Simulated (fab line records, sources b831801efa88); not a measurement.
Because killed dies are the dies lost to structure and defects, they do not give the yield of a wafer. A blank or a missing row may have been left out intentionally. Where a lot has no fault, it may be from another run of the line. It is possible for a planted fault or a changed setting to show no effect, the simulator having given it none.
Matching of chambers | flow sky130 | SKY_SPACER_ETCHBACK_02 on rie-diel-03 has 4 sister chambers
The step etches Si3N4 in CH3F/O2, stops on SiO2, time 46.7 s, target depth 45 nm. 8 wafers are shown with their chamber, then 7 later ones without.

== EACH WAFER AND ITS CHAMBER ==
wafer  | chamber | drypump-motor-current-A (A) | oes-product-au (a.u.)
L074.5 | 2       | 6.3                         | 0.847
L078.3 | 2       | 6.3                         | 0.862
L084.4 | 1       | 5.5                         | 0.855
L086.1 | 3       | 5.9                         | 0.853
L086.4 | 0       | 5.6                         | 0.847
L086.6 | 1       | 5.6                         | 0.854
L087.1 | 3       | 5.9                         | 0.854
L087.5 | 0       | 5.6                         | 0.846

== WAFERS WHOSE CHAMBER IS MISSING ==
wafer  | drypump-motor-current-A (A) | oes-product-au (a.u.)
L087.6 | 5.5                         | 0.852
L091.1 | 5.9                         | 0.853
L091.3 | 6.3                         | 0.848
L091.6 | 5.5                         | 0.853
L093.3 | 5.6                         | 0.862
L093.4 | 5.6                         | 0.855
L093.6 | 5.6                         | 0.844

== EACH ONE'S CHAMBER ==
wafer  | from the rows above     | in truth
L087.6 | can't be placed: 1 or 0 | 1
L091.1 | 3                       | 3
L091.3 | 2                       | 2
L091.6 | can't be placed: 1 or 0 | 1
L093.3 | can't be placed: 1 or 0 | 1
L093.4 | can't be placed: 1 or 0 | 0
L093.6 | can't be placed: 0 or 1 | 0
2 of 7 placed correctly. Unplaceable from these rows: 5, with the true chamber sitting among the candidates in 5. Wrongly placed: 0.
How it was worked out, from the rows above alone: a wafer's distance from a chamber is the root of the sum, over the readings, of the square of ((its reading less the chamber's mean) divided by the reading's scatter). The wafer belongs to the nearest chamber; if the next one is less than 2 further off, it can't be placed. Each chamber's mean is taken over the wafers shown for it. The scatter is the square root of a quotient: the sum, over the shown wafers, of each reading's squared deviation from its chamber's mean, divided by wafers minus chambers.
